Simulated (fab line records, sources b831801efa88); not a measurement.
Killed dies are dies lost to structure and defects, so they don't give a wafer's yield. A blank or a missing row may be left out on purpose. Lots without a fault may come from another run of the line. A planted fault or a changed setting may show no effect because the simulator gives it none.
Problem report in the 8D (eight disciplines) form, filled by code | flow gf180mcu | the parts of the form that need people (team, actions taken, sign-off) are left out

1. THE PROBLEM
spin_speed_rpm at GF_NSD_COAT_02 reads a mean of 3059.2 rpm on 9 wafers of 3 lots; wafers without a fault read 2999.9 rpm with a standard deviation of 2.2. That is +27 standard deviations from the usual mean.
The step: resist thk 1000 nm.
First seen on wafer L344.2, day 16 13:27, on litho_track-01. The record holds 36 wafers of 12 lots with a number at this step. Rule for "out", or "out of limits": more than 4 standard deviations from the usual mean. The other wafers with a number count as sound.

2. WHAT IT IS AND WHAT IT IS NOT
question                    | is                     | is not
which readings at this step | spin_speed_rpm         | dispense_pressure_kPa, exhaust_pa
which lots                  | L344, L347, L349       | L335, L337, L338, L341, L342, L346, L355, L356, L357
which wafers of those lots  | all that have a number | -
read on which tools         | litho_track-01         | litho_track-03, litho_track-04
when                        | from day 16 13:27      | up to then (15 sound wafers); but 12 sound wafers of L346, L355, L356, L357 came after

3. SUSPECTS, AND WHAT RULES EACH OUT
Counting: a tool at a process step up to the reading stays a suspect if it ran every lot that is out and no sound lot after the first of them.
- litho_track-01 at GF_NSD_COAT_02 (resist thk 1000 nm): kept. It ran every lot that is out, first L344 (day 16 13:27), and no sound lot after that; its last sound lot up to then is L342 (day 15 17:04). Its own readings are out on those wafers: spin_speed_rpm.
Left after counting: litho_track-01 at GF_NSD_COAT_02.

4. THE CAUSE (what the simulator had put in)
Process parameter drift: litho_track-01, from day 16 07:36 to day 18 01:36, at GF_NSD_COAT_02. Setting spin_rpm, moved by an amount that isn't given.
Counting left only this tool.

5. THE CHAIN OF EFFECTS, in route order
Each row: a reading whose mean over the struck wafers that have a number lies more than 3 standard deviations from the usual. Only readings for which the record gives a usual standard deviation are gone through. hours: the time from each lot's start at the first step in this table that gives one to its start at this step, as a median over the lots. sigmas: the change in usual standard deviations.
hours | step            | reading                  | usual      | on struck wafers | change | sigmas
0     | GF_NSD_COAT_02  | spin_speed_rpm           | 2999.9 rpm | 3059.2           | +59.3  | +27
12    | GF_NSD_STRIP_11 | strip_time_to_endpoint_s | 22.97 s    | 22.86            | -0.11  | -3.3
The process steps in it:
- GF_NSD_COAT_02: resist thk 1000 nm.
- GF_NSD_STRIP_11: strips in O2/N2.
Later measuring or inspecting steps at which every struck wafer that the step has a row for has a number for every such reading, and none has moved that far: GF_PSD_OVL_MEAS_08.

6. WHAT WOULD HAVE CAUGHT IT SOONER
In this record the first reading out of limits was taken at day 16 13:27, 6 hours after the fault began at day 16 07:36.
